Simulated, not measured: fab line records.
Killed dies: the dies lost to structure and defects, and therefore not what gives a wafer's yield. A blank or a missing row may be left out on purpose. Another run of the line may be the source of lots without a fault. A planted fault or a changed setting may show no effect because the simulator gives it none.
fab line records || flow sky130
[record] {"lots": 6, "wafers": 18, "last_day": 50}
route steps=708 shown RES_PROTECT@212 POLY_GATE@213
lots untouched by any fault: they come from a run of this same line in which no faults occurred
start_h: start of the lot's first displayed wafer, in hours after the record's first day || wait_h: time in hours since the lot's previous step || " the same as in the row above || L1.1+2: a row that stands for several wafers || - no value, or no start was given || * or withheld: withheld || < > ~ a bound
route shown NAME@n: names a module that has steps shown in the file, with the first one's number in the route || usual: average and standard deviation across the fault-free wafers || same: alike in all rows || chamber/n: place in a boat || sites: per-site readings || _std_site: how widely they spread, as a standard deviation || _edge_site: inner sites' mean taken away from outer sites' mean || radius_mm: how far each site lies from the wafer's centre || mask NAME#n: copy n || behind: the tool/chamber that last shaped the wafer || hold: why the lot went on hold/how many hours it stayed there/how the hold came to an end || device: whichever transistor did not switch (one of n, p or np) || end of line: tests run on the same wafers once the route is complete || where a step has no rows: the recipe by itself || killed: count of dies lost to structure and defects at first sort (not the wafer's yield) || map: per-die view of a wafer (x killed, . not killed, _ where there is no die)
set.NAME: the setting as run; set.NAME@STEP: as run at that earlier step || model.NAME: the simulator's own value behind a step, which no gauge read
lots seen at some steps along the route; tables by step, rows by wafer
services: from which hour (start_h, from the record's first day; less than 0 if before it) a tool's chamber was out of use, for how many hours, and why
[[steps]]
[step SKY_RES_PROTECT_DEVELOP_06]
[recipe] {"resist": "NOVOLAK", "developer": "TMAH", "develop_time_s": 60, "dev_temp_c": 23}
[step SKY_POLY_GATE_IMPLANT_02]
[recipe] {"species": "P", "energy_kev": 30, "dose_cm2": 7.7e+15, "tilt_deg": 0}
[step SKY_RES_PROTECT_STRIP_07]
[recipe] {"chemistry": "O2/N2", "power_w": 1400, "pressure_mtorr": 1500, "platen_temp_c": "withheld", "o2_flow_sccm": 3000, "n2_flow_sccm": 300, "overash_fraction": 0.5}
[usual] {"drypump_motor_current_A": "5.7/0.43", "oes_product_au": "0.517/0.0047", "strip_time_to_endpoint_s": "23.29/0.035"}
{"lot.wafer": "L755.4", "tool": "plasma_asher-01", "chamber": 1, "start_h": 371.03, "wait_h": 0.1, "drypump_motor_current_A": 5.5, "oes_product_au": 0.515, "rf_hours_counter_h": "-", "strip_time_to_endpoint_s": 23.32}
{"lot.wafer": "L755.5", "tool": "plasma_asher-01", "chamber": 1, "start_h": 371.03, "wait_h": 0.1, "drypump_motor_current_A": 5.5, "oes_product_au": 0.517, "rf_hours_counter_h": "-", "strip_time_to_endpoint_s": 23.27}
{"lot.wafer": "L755.6", "tool": "plasma_asher-01", "chamber": 0, "start_h": 371.03, "wait_h": 0.1, "drypump_motor_current_A": 5.3, "oes_product_au": 0.520, "rf_hours_counter_h": "-", "strip_time_to_endpoint_s": 23.25}
{"lot.wafer": "L756.1", "tool": "plasma_asher-02", "chamber": 0, "start_h": 390.76, "wait_h": 0.1, "drypump_motor_current_A": 5.2, "oes_product_au": 0.516, "rf_hours_counter_h": 27, "strip_time_to_endpoint_s": 23.37}
{"lot.wafer": "L756.5", "tool": "plasma_asher-02", "chamber": 1, "start_h": 390.76, "wait_h": 0.1, "drypump_motor_current_A": 6.2, "oes_product_au": 0.527, "rf_hours_counter_h": "-", "strip_time_to_endpoint_s": 23.28}
{"lot.wafer": "L756.6", "tool": "plasma_asher-02", "chamber": 0, "start_h": 390.76, "wait_h": 0.1, "drypump_motor_current_A": 5.1, "oes_product_au": 0.522, "rf_hours_counter_h": "-", "strip_time_to_endpoint_s": 23.33}
{"lot.wafer": "L765.4", "tool": "plasma_asher-03", "chamber": 1, "start_h": 455.30, "wait_h": 0.1, "drypump_motor_current_A": 6.2, "oes_product_au": 0.521, "rf_hours_counter_h": "-", "strip_time_to_endpoint_s": 23.27}
{"lot.wafer": "L765.5", "tool": "plasma_asher-03", "chamber": 1, "start_h": 455.30, "wait_h": 0.1, "drypump_motor_current_A": 6.2, "oes_product_au": 0.523, "rf_hours_counter_h": "-", "strip_time_to_endpoint_s": 23.30}
{"lot.wafer": "L765.6", "tool": "plasma_asher-03", "chamber": 0, "start_h": 455.30, "wait_h": 0.1, "drypump_motor_current_A": 6.1, "oes_product_au": 0.510, "rf_hours_counter_h": "-", "strip_time_to_endpoint_s": 23.28}
{"lot.wafer": "L767.4", "tool": "plasma_asher-01", "chamber": 0, "start_h": 492.23, "wait_h": 0.1, "drypump_motor_current_A": 5.3, "oes_product_au": 0.516, "rf_hours_counter_h": "-", "strip_time_to_endpoint_s": 23.27}
{"lot.wafer": "L767.5", "tool": "plasma_asher-01", "chamber": 1, "start_h": 492.23, "wait_h": 0.1, "drypump_motor_current_A": 5.5, "oes_product_au": 0.508, "rf_hours_counter_h": "-", "strip_time_to_endpoint_s": 23.29}
{"lot.wafer": "L767.6", "tool": "plasma_asher-01", "chamber": 0, "start_h": 492.23, "wait_h": 0.1, "drypump_motor_current_A": 5.3, "oes_product_au": 0.522, "rf_hours_counter_h": "-", "strip_time_to_endpoint_s": 23.31}
{"lot.wafer": "L770.1", "tool": "plasma_asher-02", "chamber": 0, "start_h": 510.92, "wait_h": 0.1, "drypump_motor_current_A": 5.1, "oes_product_au": 0.513, "rf_hours_counter_h": 40, "strip_time_to_endpoint_s": 23.25}
{"lot.wafer": "L770.3", "tool": "plasma_asher-02", "chamber": 1, "start_h": 510.92, "wait_h": 0.1, "drypump_motor_current_A": 6.2, "oes_product_au": 0.519, "rf_hours_counter_h": "-", "strip_time_to_endpoint_s": 23.34}
{"lot.wafer": "L770.4", "tool": "plasma_asher-02", "chamber": 0, "start_h": 510.92, "wait_h": 0.1, "drypump_motor_current_A": 5.1, "oes_product_au": 0.512, "rf_hours_counter_h": "-", "strip_time_to_endpoint_s": 23.34}
{"lot.wafer": "L773.1", "tool": "plasma_asher-01", "chamber": 1, "start_h": 524.50, "wait_h": 0.1, "drypump_motor_current_A": 5.5, "oes_product_au": 0.528, "rf_hours_counter_h": 86, "strip_time_to_endpoint_s": 23.25}
{"lot.wafer": "L773.2", "tool": "plasma_asher-01", "chamber": 0, "start_h": 524.50, "wait_h": 0.1, "drypump_motor_current_A": 5.3, "oes_product_au": 0.517, "rf_hours_counter_h": 86, "strip_time_to_endpoint_s": 23.27}
{"lot.wafer": "L773.3", "tool": "plasma_asher-01", "chamber": 1, "start_h": 524.50, "wait_h": 0.1, "drypump_motor_current_A": 5.5, "oes_product_au": 0.511, "rf_hours_counter_h": "-", "strip_time_to_endpoint_s": 23.29}
[step SKY_RES_PROTECT_TW_MEAS_08]
[usual] {"POLY_GATE_TW": "4089/31"}
{"lot.wafer": "L755.4", "tool": "film_metro-01", "chamber": "-", "start_h": 371.13, "wait_h": 0.1, "POLY_GATE_TW": 4062}
{"lot.wafer": "L755.5", "tool": "film_metro-01", "chamber": "-", "start_h": 371.13, "wait_h": 0.1, "POLY_GATE_TW": 4080}
{"lot.wafer": "L755.6", "tool": "film_metro-01", "chamber": "-", "start_h": 371.13, "wait_h": 0.1, "POLY_GATE_TW": 4080}
{"lot.wafer": "L756.1", "tool": "film_metro-01", "chamber": "-", "start_h": 390.86, "wait_h": 0.1, "POLY_GATE_TW": 4043}
{"lot.wafer": "L756.5", "tool": "film_metro-01", "chamber": "-", "start_h": 390.86, "wait_h": 0.1, "POLY_GATE_TW": 4062}
{"lot.wafer": "L756.6", "tool": "film_metro-01", "chamber": "-", "start_h": 390.86, "wait_h": 0.1, "POLY_GATE_TW": 4047}
{"lot.wafer": "L765.4", "tool": "film_metro-03", "chamber": "-", "start_h": 455.40, "wait_h": 0.1, "POLY_GATE_TW": 4146}
{"lot.wafer": "L765.5", "tool": "film_metro-03", "chamber": "-", "start_h": 455.40, "wait_h": 0.1, "POLY_GATE_TW": 4111}
{"lot.wafer": "L765.6", "tool": "film_metro-03", "chamber": "-", "start_h": 455.40, "wait_h": 0.1, "POLY_GATE_TW": 4131}
{"lot.wafer": "L767.4", "tool": "film_metro-01", "chamber": "-", "start_h": 492.33, "wait_h": 0.1, "POLY_GATE_TW": 4064}
{"lot.wafer": "L767.5", "tool": "film_metro-01", "chamber": "-", "start_h": 492.33, "wait_h": 0.1, "POLY_GATE_TW": 4060}
{"lot.wafer": "L767.6", "tool": "film_metro-01", "chamber": "-", "start_h": 492.33, "wait_h": 0.1, "POLY_GATE_TW": 4076}
{"lot.wafer": "L770.1", "tool": "film_metro-03", "chamber": "-", "start_h": 511.02, "wait_h": 0.1, "POLY_GATE_TW": 4062}
{"lot.wafer": "L770.3", "tool": "film_metro-03", "chamber": "-", "start_h": 511.02, "wait_h": 0.1, "POLY_GATE_TW": 4077}
{"lot.wafer": "L770.4", "tool": "film_metro-03", "chamber": "-", "start_h": 511.02, "wait_h": 0.1, "POLY_GATE_TW": 4080}
{"lot.wafer": "L773.1", "tool": "film_metro-01", "chamber": "-", "start_h": 524.60, "wait_h": 0.1, "POLY_GATE_TW": 4044}
{"lot.wafer": "L773.2", "tool": "film_metro-01", "chamber": "-", "start_h": 524.60, "wait_h": 0.1, "POLY_GATE_TW": 4061}
{"lot.wafer": "L773.3", "tool": "film_metro-01", "chamber": "-", "start_h": 524.60, "wait_h": 0.1, "POLY_GATE_TW": 4029}
[step SKY_RES_PROTECT_CLEAN_09]
[recipe] {"chemistry": "SC1/SC2", "mix": "1:4:20", "temp_c": 70, "time_s": 150, "dry": "n2_spin"}
[step SKY_POLY_GATE_CVD_03]
[recipe] {"material": "Si3N4", "precursor": "DCS/NH3", "target_thk_nm": 75, "temp_c": 770, "time_s": 1290, "pressure_mtorr": 250}
[step SKY_POLY_GATE_THK_MEAS_04]
[recipe] {"reads": "Si3N4_of_POLY_GATE_CVD_03"}
[usual] {"POLY_GATE_CVD_03_THK": "75.0/0.58"}
{"lot.wafer": "L755.4", "tool": "film_metro-01", "chamber": "-", "start_h": 377.10, "wait_h": 0.0, "POLY_GATE_CVD_03_THK[nm]": 75.7}
{"lot.wafer": "L755.5", "tool": "film_metro-01", "chamber": "-", "start_h": 377.10, "wait_h": 0.0, "POLY_GATE_CVD_03_THK[nm]": 75.6}
{"lot.wafer": "L755.6", "tool": "film_metro-01", "chamber": "-", "start_h": 377.10, "wait_h": 0.0, "POLY_GATE_CVD_03_THK[nm]": 76.0}
{"lot.wafer": "L756.1", "tool": "film_metro-01", "chamber": "-", "start_h": 396.70, "wait_h": 0.0, "POLY_GATE_CVD_03_THK[nm]": 76.1}
{"lot.wafer": "L756.5", "tool": "film_metro-01", "chamber": "-", "start_h": 396.70, "wait_h": 0.0, "POLY_GATE_CVD_03_THK[nm]": 75.2}
{"lot.wafer": "L756.6", "tool": "film_metro-01", "chamber": "-", "start_h": 396.70, "wait_h": 0.0, "POLY_GATE_CVD_03_THK[nm]": 75.5}
{"lot.wafer": "L765.4", "tool": "film_metro-01", "chamber": "-", "start_h": 457.66, "wait_h": 0.0, "POLY_GATE_CVD_03_THK[nm]": 74.5}
{"lot.wafer": "L765.5", "tool": "film_metro-01", "chamber": "-", "start_h": 457.66, "wait_h": 0.0, "POLY_GATE_CVD_03_THK[nm]": 74.5}
{"lot.wafer": "L765.6", "tool": "film_metro-01", "chamber": "-", "start_h": 457.66, "wait_h": 0.0, "POLY_GATE_CVD_03_THK[nm]": 74.4}
{"lot.wafer": "L767.4", "tool": "film_metro-04", "chamber": "-", "start_h": 513.13, "wait_h": 0.0, "POLY_GATE_CVD_03_THK[nm]": 75.7}
{"lot.wafer": "L767.5", "tool": "film_metro-04", "chamber": "-", "start_h": 513.13, "wait_h": 0.0, "POLY_GATE_CVD_03_THK[nm]": 76.0}
{"lot.wafer": "L767.6", "tool": "film_metro-04", "chamber": "-", "start_h": 513.13, "wait_h": 0.0, "POLY_GATE_CVD_03_THK[nm]": 75.5}
{"lot.wafer": "L770.1", "tool": "film_metro-04", "chamber": "-", "start_h": 513.16, "wait_h": 0.1, "POLY_GATE_CVD_03_THK[nm]": 75.5}
{"lot.wafer": "L770.3", "tool": "film_metro-04", "chamber": "-", "start_h": 513.16, "wait_h": 0.1, "POLY_GATE_CVD_03_THK[nm]": 75.3}
{"lot.wafer": "L770.4", "tool": "film_metro-04", "chamber": "-", "start_h": 513.16, "wait_h": 0.1, "POLY_GATE_CVD_03_THK[nm]": 75.1}
{"lot.wafer": "L773.1", "tool": "film_metro-04", "chamber": "-", "start_h": 528.69, "wait_h": 0.0, "POLY_GATE_CVD_03_THK[nm]": 74.1}
{"lot.wafer": "L773.2", "tool": "film_metro-04", "chamber": "-", "start_h": 528.69, "wait_h": 0.0, "POLY_GATE_CVD_03_THK[nm]": 73.8}
{"lot.wafer": "L773.3", "tool": "film_metro-04", "chamber": "-", "start_h": 528.69, "wait_h": 0.0, "POLY_GATE_CVD_03_THK[nm]": 73.1}
[step SKY_POLY_GATE_DEHYDRATE_05]
[recipe] {"temp_c": 200, "time_s": 60}
[step SKY_POLY_GATE_HMDS_06]
[recipe] {"prime_time_s": 60, "prime_temp_c": 120}
[step SKY_POLY_GATE_COAT_07]
[recipe] {"resist": "BARC", "temp_c": "withheld", "time_s": "withheld", "spin_rpm": 3000, "resist_thk_nm": 110}
[step SKY_POLY_GATE_COAT_08]
[recipe] {"resist": "KrF-thick", "spin_rpm": 3000, "resist_thk_nm": 450}
[step SKY_POLY_GATE_SOFTBAKE_09]
[recipe] {"temp_c": 100, "time_s": 90, "resist": "KrF-thick"}
[step SKY_POLY_GATE_EXPOSE_10]
[recipe] {"mask_id": "P1M", "na": 0.68, "source_shape": "conventional", "sigma_outer": 0.6, "target_cd_nm": 150, "dose_mj": 28}
[usual] {"exposure_dose_mJ_cm2": "27.987/0.027", "focus_offset_nm": "0.1/0.57", "stage_vel_mm_s": "500.03/0.26"}
{"lot.wafer": "L755.4", "tool": "krf_scanner-02", "chamber": "-", "start_h": 391.38, "wait_h": "-", "mask": "P1M#0", "exposure_dose_mJ_cm2": "-", "focus_offset_nm": "-", "stage_vel_mm_s": "-"}
{"lot.wafer": "L755.5", "tool": "krf_scanner-02", "chamber": "-", "start_h": 391.38, "wait_h": "-", "mask": "P1M#0", "exposure_dose_mJ_cm2": "-", "focus_offset_nm": "-", "stage_vel_mm_s": "-"}
{"lot.wafer": "L755.6", "tool": "krf_scanner-02", "chamber": "-", "start_h": 391.38, "wait_h": "-", "mask": "P1M#0", "exposure_dose_mJ_cm2": "-", "focus_offset_nm": "-", "stage_vel_mm_s": "-"}
{"lot.wafer": "L756.1", "tool": "krf_scanner-01", "chamber": "-", "start_h": 411.10, "wait_h": "-", "mask": "P1M#0", "exposure_dose_mJ_cm2": "-", "focus_offset_nm": "-", "stage_vel_mm_s": "-"}
{"lot.wafer": "L756.5", "tool": "krf_scanner-01", "chamber": "-", "start_h": 411.10, "wait_h": "-", "mask": "P1M#0", "exposure_dose_mJ_cm2": "-", "focus_offset_nm": "-", "stage_vel_mm_s": "-"}
{"lot.wafer": "L756.6", "tool": "krf_scanner-01", "chamber": "-", "start_h": 411.10, "wait_h": "-", "mask": "P1M#0", "exposure_dose_mJ_cm2": "-", "focus_offset_nm": "-", "stage_vel_mm_s": "-"}
{"lot.wafer": "L765.4", "tool": "krf_scanner-01", "chamber": 0, "start_h": 473.03, "wait_h": "-", "mask": "P1M#0", "exposure_dose_mJ_cm2": 27.997, "focus_offset_nm": -0.2, "stage_vel_mm_s": 500.11}
{"lot.wafer": "L765.5", "tool": "krf_scanner-01", "chamber": 0, "start_h": 473.03, "wait_h": "-", "mask": "P1M#0", "exposure_dose_mJ_cm2": 27.985, "focus_offset_nm": -0.8, "stage_vel_mm_s": 500.10}
{"lot.wafer": "L765.6", "tool": "krf_scanner-01", "chamber": 0, "start_h": 473.03, "wait_h": "-", "mask": "P1M#0", "exposure_dose_mJ_cm2": 28.008, "focus_offset_nm": -0.2, "stage_vel_mm_s": 499.77}
{"lot.wafer": "L767.4", "tool": "krf_scanner-02", "chamber": 0, "start_h": 527.18, "wait_h": "-", "mask": "P1M#0", "exposure_dose_mJ_cm2": 27.953, "focus_offset_nm": 0.8, "stage_vel_mm_s": 499.97}
{"lot.wafer": "L767.5", "tool": "krf_scanner-02", "chamber": 0, "start_h": 527.18, "wait_h": "-", "mask": "P1M#0", "exposure_dose_mJ_cm2": 27.934, "focus_offset_nm": 1.1, "stage_vel_mm_s": 499.95}
{"lot.wafer": "L767.6", "tool": "krf_scanner-02", "chamber": 0, "start_h": 527.18, "wait_h": "-", "mask": "P1M#0", "exposure_dose_mJ_cm2": 27.978, "focus_offset_nm": -0.8, "stage_vel_mm_s": 499.84}
{"lot.wafer": "L770.1", "tool": "krf_scanner-01", "chamber": 0, "start_h": 528.41, "wait_h": "-", "mask": "P1M#0", "exposure_dose_mJ_cm2": 27.935, "focus_offset_nm": 0.2, "stage_vel_mm_s": 499.69}
{"lot.wafer": "L770.3", "tool": "krf_scanner-01", "chamber": 0, "start_h": 528.41, "wait_h": "-", "mask": "P1M#0", "exposure_dose_mJ_cm2": 27.940, "focus_offset_nm": -0.7, "stage_vel_mm_s": 499.90}
{"lot.wafer": "L770.4", "tool": "krf_scanner-01", "chamber": 0, "start_h": 528.41, "wait_h": "-", "mask": "P1M#0", "exposure_dose_mJ_cm2": 27.948, "focus_offset_nm": -0.2, "stage_vel_mm_s": 499.44}
{"lot.wafer": "L773.1", "tool": "krf_scanner-01", "chamber": 0, "start_h": 544.38, "wait_h": "-", "mask": "P1M#0", "exposure_dose_mJ_cm2": 27.975, "focus_offset_nm": -0.1, "stage_vel_mm_s": 499.71}
{"lot.wafer": "L773.2", "tool": "krf_scanner-01", "chamber": 0, "start_h": 544.38, "wait_h": "-", "mask": "P1M#0", "exposure_dose_mJ_cm2": 28.007, "focus_offset_nm": -0.2, "stage_vel_mm_s": 499.87}
{"lot.wafer": "L773.3", "tool": "krf_scanner-01", "chamber": 0, "start_h": 544.38, "wait_h": "-", "mask": "P1M#0", "exposure_dose_mJ_cm2": 27.978, "focus_offset_nm": 0.3, "stage_vel_mm_s": 499.65}
[step SKY_POLY_GATE_PEB_11]
[recipe] {"peb_temp_c": "withheld", "peb_time_s": "withheld", "resist": "KrF-thick"}
[[services]]
{"tool": "krf_scanner-01", "chamber": "-", "start_h": 352.68, "hours": 1.3, "kind": "pm"}
{"tool": "krf_scanner-02", "chamber": "-", "start_h": 369.35, "hours": 1.7, "kind": "repair"}
{"tool": "krf_scanner-02", "chamber": "-", "start_h": 374.84, "hours": 1.0, "kind": "pm"}
{"tool": "plasma_asher-01", "chamber": "-", "start_h": 380.61, "hours": 15.6, "kind": "pm"}
{"tool": "krf_scanner-02", "chamber": "-", "start_h": 395.13, "hours": 4.4, "kind": "pm"}
{"tool": "plasma_asher-03", "chamber": "-", "start_h": 414.37, "hours": 14.3, "kind": "repair"}
{"tool": "krf_scanner-02", "chamber": "-", "start_h": 415.59, "hours": 3.6, "kind": "pm"}
{"tool": "krf_scanner-01", "chamber": "-", "start_h": 424.71, "hours": 0.8, "kind": "pm"}
{"tool": "plasma_asher-02", "chamber": "-", "start_h": 470.61, "hours": 3.7, "kind": "repair"}
{"tool": "krf_scanner-01", "chamber": 0, "start_h": 480.92, "hours": "-", "kind": "calibration"}
{"tool": "krf_scanner-02", "chamber": "-", "start_h": 482.13, "hours": 4.3, "kind": "repair"}
{"tool": "krf_scanner-02", "chamber": 0, "start_h": 484.03, "hours": "-", "kind": "calibration"}
{"tool": "krf_scanner-01", "chamber": "-", "start_h": 500.11, "hours": 0.8, "kind": "pm"}
{"tool": "krf_scanner-02", "chamber": "-", "start_h": 513.28, "hours": 0.8, "kind": "pm"}
{"tool": "krf_scanner-01", "chamber": "-", "start_h": 514.52, "hours": 1.0, "kind": "pm"}
{"tool": "krf_scanner-02", "chamber": "-", "start_h": 520.21, "hours": 1.3, "kind": "pm"}
{"tool": "krf_scanner-01", "chamber": "-", "start_h": 528.58, "hours": 1.3, "kind": "pm"}
{"tool": "krf_scanner-02", "chamber": "-", "start_h": 543.84, "hours": 1.0, "kind": "pm"}
[[key]]
[first_sign] {"step": "SKY_POLY_GATE_EXPOSE_10", "reading": "tool_record", "direction": "missing"}
effect none on later readings
met_at SKY_POLY_GATE_EXPOSE_10
struck_wafers L755.4,L755.5,L755.6,L756.1,L756.5,L756.6
later_rows_left_out L755.4,L755.5,L755.6,L756.1,L756.5,L756.6
sort_left_out L755.4,L755.5,L755.6,L756.1,L756.5,L756.6
tester_left_out L755,L756
[fault] {"kind": "skipped_step_whole", "tool": "krf_scanner-01,krf_scanner-02", "chamber": "-", "onset_h": 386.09, "steps": "SKY_POLY_GATE_EXPOSE_10", "scope": "struck_lots_only"}
// tester_left_out: of these lots the tester's yield and bins aren't shown, on N5 and GAA mostly nor the transistor test; their killed dies are dies lost to structure and defects alone, not to doping, threshold or leakage, so they don't give the yield
// sort_left_out: the simulated sort isn't trusted on such a fault, so these wafers' sort isn't shown, and their yield isn't known
// later_rows_left_out: the simulator's readings of these wafers behind a module that went badly wrong aren't trusted and aren't shown, but for the sort
